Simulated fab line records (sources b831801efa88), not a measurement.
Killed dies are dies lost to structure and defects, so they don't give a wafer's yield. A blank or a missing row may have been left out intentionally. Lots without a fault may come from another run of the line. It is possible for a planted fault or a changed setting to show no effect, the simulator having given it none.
The tool behind it: which one? / flow sfqLine / 13 lots with 39 wafers sampled at 3 steps, on a route of 325 steps

## WHAT THE GAUGES SHOWED, per wafer
SFQ_M1_RS_MEAS_909: the measuring method here is four-point-probe. Usual: for M1_NB_RS the level is 0.893 ohm/sq and the standard deviation is 0.01.
lot=L227; measured=day 10 07:01; on=filmMetro-04; M1_NB_RS (ohm/sq)=0.901 0.888 0.898; flag=
lot=L229; measured=day 10 19:02; on=filmMetro-04; M1_NB_RS (ohm/sq)=0.902 0.913 0.905; flag=
lot=L230; measured=day 11 03:25; on=filmMetro-04; M1_NB_RS (ohm/sq)=0.896 0.884 0.896; flag=
lot=L231; measured=day 11 08:13; on=filmMetro-01; M1_NB_RS (ohm/sq)=0.874 0.874 0.878; flag=
lot=L232; measured=day 11 10:37; on=filmMetro-04; M1_NB_RS (ohm/sq)=0.884 0.880 0.886; flag=
lot=L233; measured=day 11 13:05; on=filmMetro-01; M1_NB_RS (ohm/sq)=0.892 0.882 0.883; flag=
lot=L235; measured=day 12 10:37; on=filmMetro-04; M1_NB_RS (ohm/sq)=0.905 0.903 0.908; flag=
lot=L236; measured=day 12 15:25; on=filmMetro-04; M1_NB_RS (ohm/sq)=0.904 0.899 0.897; flag=
lot=L237; measured=day 12 19:05; on=filmMetro-01; M1_NB_RS (ohm/sq)=0.893 0.882 0.900; flag=
lot=L238; measured=day 13 23:00; on=filmMetro-01; M1_NB_RS (ohm/sq)=0.886 0.893 0.896; flag=
lot=L239; measured=day 13 21:48; on=filmMetro-02; M1_NB_RS (ohm/sq)=0.913 0.895 0.892; flag=
lot=L240; measured=day 14 02:39; on=filmMetro-04; M1_NB_RS (ohm/sq)=0.890 0.889 0.897; flag=
lot=L243; measured=day 15 08:48; on=filmMetro-01; M1_NB_RS (ohm/sq)=0.895 0.894 1.236; flag=OFF

## WHAT TOOL EACH LOT RAN ON (gives the tool, then ch and the chambers of the sampled wafers, and finally the start)
lot=L227; SFQ_TRILAYER_L0_VIA_STRIP_STRIP_017=rieMetal-02 ch 0,1, day 5 07:47; SFQ_TRILAYER_M1_DEP_SPUTTER_037=pvdSputter-03, day 10 06:55
lot=L229; SFQ_TRILAYER_L0_VIA_STRIP_STRIP_017=rieMetal-03 ch 0,1, day 5 17:35; SFQ_TRILAYER_M1_DEP_SPUTTER_037=pvdSputter-03, day 10 18:55
lot=L230; SFQ_TRILAYER_L0_VIA_STRIP_STRIP_017=rieMetal-02 ch 0,1, day 6 00:35; SFQ_TRILAYER_M1_DEP_SPUTTER_037=pvdSputter-03, day 11 03:19
lot=L231; SFQ_TRILAYER_L0_VIA_STRIP_STRIP_017=rieMetal-03 ch 1, day 6 05:23; SFQ_TRILAYER_M1_DEP_SPUTTER_037=pvdSputter-03, day 11 08:08
lot=L232; SFQ_TRILAYER_L0_VIA_STRIP_STRIP_017=rieMetal-03 ch 0,1, day 6 11:23; SFQ_TRILAYER_M1_DEP_SPUTTER_037=pvdSputter-04, day 11 10:32
lot=L233; SFQ_TRILAYER_L0_VIA_STRIP_STRIP_017=rieMetal-03 ch 1, day 6 14:32; SFQ_TRILAYER_M1_DEP_SPUTTER_037=pvdSputter-03, day 11 12:59
lot=L235; SFQ_TRILAYER_L0_VIA_STRIP_STRIP_017=rieMetal-02 ch 0,1, day 7 04:44; SFQ_TRILAYER_M1_DEP_SPUTTER_037=pvdSputter-06, day 12 10:31
lot=L236; SFQ_TRILAYER_L0_VIA_STRIP_STRIP_017=rieMetal-03 ch 0,1, day 7 08:20; SFQ_TRILAYER_M1_DEP_SPUTTER_037=pvdSputter-06, day 12 15:19
lot=L237; SFQ_TRILAYER_L0_VIA_STRIP_STRIP_017=rieMetal-01 ch 0,1, day 7 10:56; SFQ_TRILAYER_M1_DEP_SPUTTER_037=pvdSputter-06, day 12 18:55
lot=L238; SFQ_TRILAYER_L0_VIA_STRIP_STRIP_017=rieMetal-01 ch 0,1, day 7 19:08; SFQ_TRILAYER_M1_DEP_SPUTTER_037=pvdSputter-03, day 13 22:54
lot=L239; SFQ_TRILAYER_L0_VIA_STRIP_STRIP_017=rieMetal-02 ch 0,1, day 7 23:56; SFQ_TRILAYER_M1_DEP_SPUTTER_037=pvdSputter-06, day 13 21:42
lot=L240; SFQ_TRILAYER_L0_VIA_STRIP_STRIP_017=rieMetal-03 ch 0,1, day 8 07:20; SFQ_TRILAYER_M1_DEP_SPUTTER_037=pvdSputter-03, day 14 02:31
lot=L243; SFQ_TRILAYER_L0_VIA_STRIP_STRIP_017=rieMetal-03 ch 0, day 8 21:32; SFQ_TRILAYER_M1_DEP_SPUTTER_037=pvdSputter-03, day 15 08:43
- SFQ_TRILAYER_L0_VIA_STRIP_STRIP_017: strips in O2.
- SFQ_TRILAYER_M1_DEP_SPUTTER_037: material Nb, target thk 200 nm, time 133.3 s.

## AS READ BY THE TOOLS THEMSELVES (means over the sampled wafers that have a number; for cases with no such wafer, the mark the record gives instead)
SFQ_TRILAYER_L0_VIA_STRIP_STRIP_017. Usual: drypumpMotorCurrentA 5.3 A, standard deviation 0.42; oesProductAu 1.003 a.u., standard deviation 0.0087.
lot=L227; tool=rieMetal-02; drypumpMotorCurrentA (A)=5.5; oesProductAu (a.u.)=1.013; flag=
lot=L229; tool=rieMetal-03; drypumpMotorCurrentA (A)=5.1; oesProductAu (a.u.)=0.998; flag=
lot=L230; tool=rieMetal-02; drypumpMotorCurrentA (A)=5.5; oesProductAu (a.u.)=1.007; flag=
lot=L231; tool=rieMetal-03; drypumpMotorCurrentA (A)=4.9; oesProductAu (a.u.)=0.992; flag=
lot=L232; tool=rieMetal-03; drypumpMotorCurrentA (A)=5.2; oesProductAu (a.u.)=0.990; flag=
lot=L233; tool=rieMetal-03; drypumpMotorCurrentA (A)=4.9; oesProductAu (a.u.)=0.997; flag=
lot=L235; tool=rieMetal-02; drypumpMotorCurrentA (A)=5.5; oesProductAu (a.u.)=1.010; flag=
lot=L236; tool=rieMetal-03; drypumpMotorCurrentA (A)=5.4; oesProductAu (a.u.)=1.008; flag=
lot=L237; tool=rieMetal-01; drypumpMotorCurrentA (A)=5.3; oesProductAu (a.u.)=1.001; flag=
lot=L238; tool=rieMetal-01; drypumpMotorCurrentA (A)=5.3; oesProductAu (a.u.)=1.000; flag=
lot=L239; tool=rieMetal-02; drypumpMotorCurrentA (A)=5.1; oesProductAu (a.u.)=1.010; flag=
lot=L240; tool=rieMetal-03; drypumpMotorCurrentA (A)=5.4; oesProductAu (a.u.)=0.996; flag=
lot=L243; tool=rieMetal-03; drypumpMotorCurrentA (A)=5.6; oesProductAu (a.u.)=0.993; flag=

SFQ_TRILAYER_M1_DEP_SPUTTER_037. Usual: chamberPressurePa 0.13333 Pa, standard deviation 0.00027; throttleValvePct 29.3 %, standard deviation 0.58.
lot=L227; tool=pvdSputter-03; chamberPressurePa (Pa)=0.13331; throttleValvePct (%)=29.2; flag=
lot=L229; tool=pvdSputter-03; chamberPressurePa (Pa)=0.13320; throttleValvePct (%)=29.9; flag=
lot=L230; tool=pvdSputter-03; chamberPressurePa (Pa)=0.13332; throttleValvePct (%)=29.4; flag=
lot=L231; tool=pvdSputter-03; chamberPressurePa (Pa)=0.13347; throttleValvePct (%)=29.0; flag=
lot=L232; tool=pvdSputter-04; chamberPressurePa (Pa)=0.13335; throttleValvePct (%)=28.1; flag=
lot=L233; tool=pvdSputter-03; chamberPressurePa (Pa)=0.13334; throttleValvePct (%)=29.2; flag=
lot=L235; tool=pvdSputter-06; chamberPressurePa (Pa)=0.13332; throttleValvePct (%)=29.4; flag=
lot=L236; tool=pvdSputter-06; chamberPressurePa (Pa)=0.13340; throttleValvePct (%)=29.5; flag=
lot=L237; tool=pvdSputter-06; chamberPressurePa (Pa)=0.13307; throttleValvePct (%)=29.0; flag=
lot=L238; tool=pvdSputter-03; chamberPressurePa (Pa)=0.13325; throttleValvePct (%)=29.2; flag=
lot=L239; tool=pvdSputter-06; chamberPressurePa (Pa)=0.13333; throttleValvePct (%)=29.4; flag=
lot=L240; tool=pvdSputter-03; chamberPressurePa (Pa)=0.13344; throttleValvePct (%)=28.9; flag=
lot=L243; tool=pvdSputter-03; chamberPressurePa (Pa)=0.13353; throttleValvePct (%)=28.8; flag=

## THE ANSWER, worked out from the rows above alone
Rule: a lot is off if the mean of its wafers that have a number lies more than 3 standard deviations from the usual mean. A lot without any number at a reading at which 4 lots or more have one is off too. Where the step has rows for the other lots, those lots are counted as sound. Order of review: gauges by route order, followed by the tools' own readings, for which a lot's mean as printed above is used. The first step at which some lot is off is used, and at that step the reading that is off furthest; a lot without a number counts as furthest.
Off: at SFQ_M1_RS_MEAS_909 (M1_NB_RS), L243.
If a tool, at a process step before that reading, ran all the lots that are off and no sound lot after the first of them, it fits. Gauges at SFQ_M1_RS_MEAS_909: tried the same way as those tools. Can't be told from this: 3 tools fit, rieMetal-03 at SFQ_TRILAYER_L0_VIA_STRIP_STRIP_017, pvdSputter-03 at SFQ_TRILAYER_M1_DEP_SPUTTER_037, filmMetro-01 at SFQ_M1_RS_MEAS_909.

## WHAT THE SIMULATOR HAD PUT IN
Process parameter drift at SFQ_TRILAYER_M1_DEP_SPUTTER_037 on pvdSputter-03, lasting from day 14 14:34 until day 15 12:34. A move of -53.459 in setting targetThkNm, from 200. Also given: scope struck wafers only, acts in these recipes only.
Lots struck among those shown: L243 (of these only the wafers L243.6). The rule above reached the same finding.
